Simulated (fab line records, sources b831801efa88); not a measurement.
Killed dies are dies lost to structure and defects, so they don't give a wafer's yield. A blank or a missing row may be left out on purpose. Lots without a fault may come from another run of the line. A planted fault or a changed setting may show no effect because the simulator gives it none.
Which tool did it? | flow gf180mcu | 6 lots, 18 wafers sampled, at 2 steps of a route of 602

WHAT THE GAUGES READ, wafer by wafer
GF_PSD_RS_MEAS_14: measures by four-point-probe.
lot  | measured     | on            | NSD_RS (ohm/sq)
L764 | day 14 17:56 | film_metro-01 | 46.10 45.97 46.05
L766 | day 15 06:05 | film_metro-03 | 45.99 45.99 45.98
L768 | day 16 01:24 | film_metro-01 | 43.99 43.81 43.90
L777 | day 19 09:55 | film_metro-01 | 46.13 46.17 46.12
L781 | day 21 03:18 | film_metro-03 | 46.23 46.02 46.11
L783 | day 22 01:14 | film_metro-01 | 46.07 46.13 46.09

WHICH TOOL RAN EACH LOT (tool, then ch and the chambers of the sampled wafers, then the start)
lot  | GF_PSD_RTA_13
L764 | rtp_anneal-01 ch 0, day 14 17:50
L766 | rtp_anneal-01 ch 0, day 15 05:59
L768 | rtp_anneal-01 ch 0, day 16 01:19
L777 | rtp_anneal-02 ch 0, day 19 09:50
L781 | rtp_anneal-01 ch 0, day 21 03:13
L783 | rtp_anneal-02 ch 0, day 22 01:09
- GF_PSD_RTA_13: time 20 s.

THE ANSWER, worked out from the rows above alone
Rule: what is usual is taken from the lots themselves. Put in order of their means at a reading, lots are off if they are a third of the lots or fewer, leave a main group of 4 or more, and stand apart from it by a gap of 3 or more times the standard deviation of the main group's means; of several such gaps the widest counts. A main group whose means are all the same, to the digits that the tables above print for the reading, isn't used. A lot without any number at a reading at which 4 lots or more have one is off too. The other lots that the step has rows for count as sound.
Off: L768, at GF_PSD_RS_MEAS_14 (NSD_RS). The main group: mean 46.08 ohm/sq, standard deviation 0.056.
A tool fits if, at a process step before that reading, it ran every lot that is off, and no sound lot after the first of them. The gauges at GF_PSD_RS_MEAS_14 are tried like those tools. None of those tried fits.

WHAT THE SIMULATOR HAD PUT IN
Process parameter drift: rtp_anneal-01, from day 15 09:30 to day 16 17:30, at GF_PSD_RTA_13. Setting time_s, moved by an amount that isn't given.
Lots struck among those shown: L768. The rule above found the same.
